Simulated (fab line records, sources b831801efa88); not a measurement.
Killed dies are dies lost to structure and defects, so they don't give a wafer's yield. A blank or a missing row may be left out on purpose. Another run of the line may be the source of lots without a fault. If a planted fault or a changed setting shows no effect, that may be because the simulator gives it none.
A single fault, viewed from 2 desks    flow gf180mcu    each desk holds nothing but its own numbers, with what lay behind them at the end

METROLOGY DESK
Lot by lot, what the gauges showed, no matter which tool ran the lot: averages of those sampled wafers that carry a number. The brackets show how far a lot's mean lies from the usual mean; more than 4 standard deviations puts the lot out of limits, marked OUT.
Columns: A = cd nm at GF_HV_LDD_CD_MEAS_07, usual 399.9 nm
lot   first seen here  A
L656  day 10 00:25     397.9
L659  day 11 09:05     403.2
L660  day 11 11:47     397.6
L661  day 11 19:01     400.1
L662  day 12 00:37     403.7
L664  day 12 14:56     399.0
L669  day 14 00:35     352.2 (-21) OUT
L673  day 15 10:05     364.4 (-15) OUT
L674  day 15 13:19     400.7
L675  day 15 21:37     397.0
L677  day 16 14:13     402.1
L679  day 17 07:34     399.7
This desk finds L669, L673 out of limits, L669 being first, at day 14 00:35 (cd nm at GF_HV_LDD_CD_MEAS_07). L656, L659, L660, L661, L662, L664, L674, L675, L677, L679: within limits.

TOOL OWNER'S DESK, iline stepper-02
The tool's own readings at GF_HV_LDD_EXPOSE_04 (exposes mask Nplus LV AREA, target cd 400 nm): means of the sampled wafers that have a number, for each lot that ran on this tool. The brackets show how far a lot's mean lies from the usual mean; more than 4 standard deviations puts the lot out of limits, marked OUT.
Columns: A = exposure dose mJ cm2 at GF_HV_LDD_EXPOSE_04, usual 139.95
lot   first seen here  A
L659  day 10 23:52     139.86
L661  day 11 10:03     139.95
L662  day 11 15:03     139.95
L664  day 12 05:24     139.81
L669  day 13 15:01     118.06 (-99 or more) OUT
L673  day 14 23:35     122.98 (-99 or more) OUT
This desk finds L669, L673 out of limits, L669 being first, at day 13 15:01 (exposure dose mJ cm2 at GF_HV_LDD_EXPOSE_04). L659, L661, L662, L664: within limits.

TAKEN TOGETHER
On L669, L673, at day 13 15:01, an alarm was possible from the tool owner's desk.
The metrology desk could have raised an alarm at day 14 00:35, on L669, L673.
The lots listed all ran GF_HV_LDD_EXPOSE_04 on iline stepper-02.

WHAT THE SIMULATOR HAD INSERTED
Process parameter drift: iline stepper-02, from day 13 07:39 on, at GF_HV_LDD_EXPOSE_04. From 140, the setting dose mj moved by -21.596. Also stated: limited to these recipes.
Shown lots that were struck: L669, L673.
Fault start to first reading out of limits, in hours, per desk: tool owner, 7; metrology, 17.
